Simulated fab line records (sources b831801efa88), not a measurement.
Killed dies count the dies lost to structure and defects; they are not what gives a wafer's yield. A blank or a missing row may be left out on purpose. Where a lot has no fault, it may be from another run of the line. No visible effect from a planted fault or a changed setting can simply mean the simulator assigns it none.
Problem report, 8D (eight disciplines) form, completed by code + flow sky130 + the parts of the form that need people (team, actions taken, sign-off) are left out

1. THE ISSUE
At SKY_GATE_OXIDE_OXIDATION_01, tubeCenterTempC averages 896 C over 6 wafers from 2 lots, while fault-free wafers read 900 C, standard deviation 0.077. That is -51 standard deviations from the usual mean.
The step: stabilise 600 s, purge 300 s, target thk 10.268 nm.
The first sign was on wafer L571.1 at day 16 02:14, on furnace-02. Wafers with a number at this step in the record: 42, from 14 lots. Rule for "out", or "out of limits": more than 4 standard deviations from the usual mean. The rest of the wafers with a number are treated as sound.

2. WHAT IT IS; WHAT IT IS NOT
| question                    | is                                      | is not                                                                                 |
|-----------------------------|-----------------------------------------|----------------------------------------------------------------------------------------|
| which readings at this step | tubeCenterTempC, tube_center_temp_C_max | -                                                                                      |
| which lots                  | L571, L575                              | L561, L563, L564, L565, L566, L567, L568, L569, L581, L582, L583, L584                 |
| which wafers of those lots  | all that have a number                  | -                                                                                      |
| read on which tools         | furnace-02                              | furnace-01                                                                             |
| when                        | from day 16 02:14                       | up to then (24 sound wafers); but 12 sound wafers of L581, L582, L583, L584 came after |

3. SUSPECTS, AND WHAT RULES EACH OUT
Counting: a tool stays on the suspect list if, at a process step up to the reading, it processed all lots that are out and no sound lot following the first of them.
- furnace-02 at SKY_GATE_OXIDE_OXIDATION_01 (stabilise 600 s, purge 300 s, target thk 10.268 nm): ruled out as a lasting fault. Following L571 (day 16 02:14), the first lot on it that is out, the sound lots L581, L582 were run on it.
Left after counting: nothing in the record.

4. THE CAUSE (what the simulator had put in)
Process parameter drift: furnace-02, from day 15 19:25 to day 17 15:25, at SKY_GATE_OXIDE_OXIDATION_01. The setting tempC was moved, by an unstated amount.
Counting ruled it out, wrongly.

5. SEQUENCE OF EFFECTS, ordered by route
Each row: a reading whose mean over the struck wafers that have a number lies more than 3 standard deviations from the usual. Only readings whose record carries a usual standard deviation are examined. hours: median over the lots of the time between each lot's start at the first step of this table that gives one and its start at this step. sigmas: the change, counted in usual standard deviations.
| hours | step                        | reading                | usual   | on struck wafers | change | sigmas |
|-------|-----------------------------|------------------------|---------|------------------|--------|--------|
| 0     | SKY_GATE_OXIDE_OXIDATION_01 | spikeTcBottomC         | 917.1 C | 913.2            | -3.9   | -4.1   |
| 0     | SKY_GATE_OXIDE_OXIDATION_01 | spikeTcLowerC          | 899.9 C | 896.3            | -3.6   | -3.3   |
| 0     | SKY_GATE_OXIDE_OXIDATION_01 | tubeCenterTempC        | 900 C   | 896              | -4     | -51    |
| 0     | SKY_GATE_OXIDE_OXIDATION_01 | tube_center_temp_C_max | 902.3   | 898.4            | -3.9   | -11    |
Here are the process steps it includes:
- SKY_GATE_OXIDE_OXIDATION_01: stabilise 600 s, purge 300 s, target thk 10.268 nm.
At these later measuring or inspecting steps, every struck wafer for which the step has a row has a number for every such reading, and none has moved that far: SKY_SD_N_TW_MEAS_12.

6. HOW IT WOULD HAVE BEEN CAUGHT EARLIER
In this record no reading fell out of limits until day 16 02:14, 7 hours after the fault had begun at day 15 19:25.
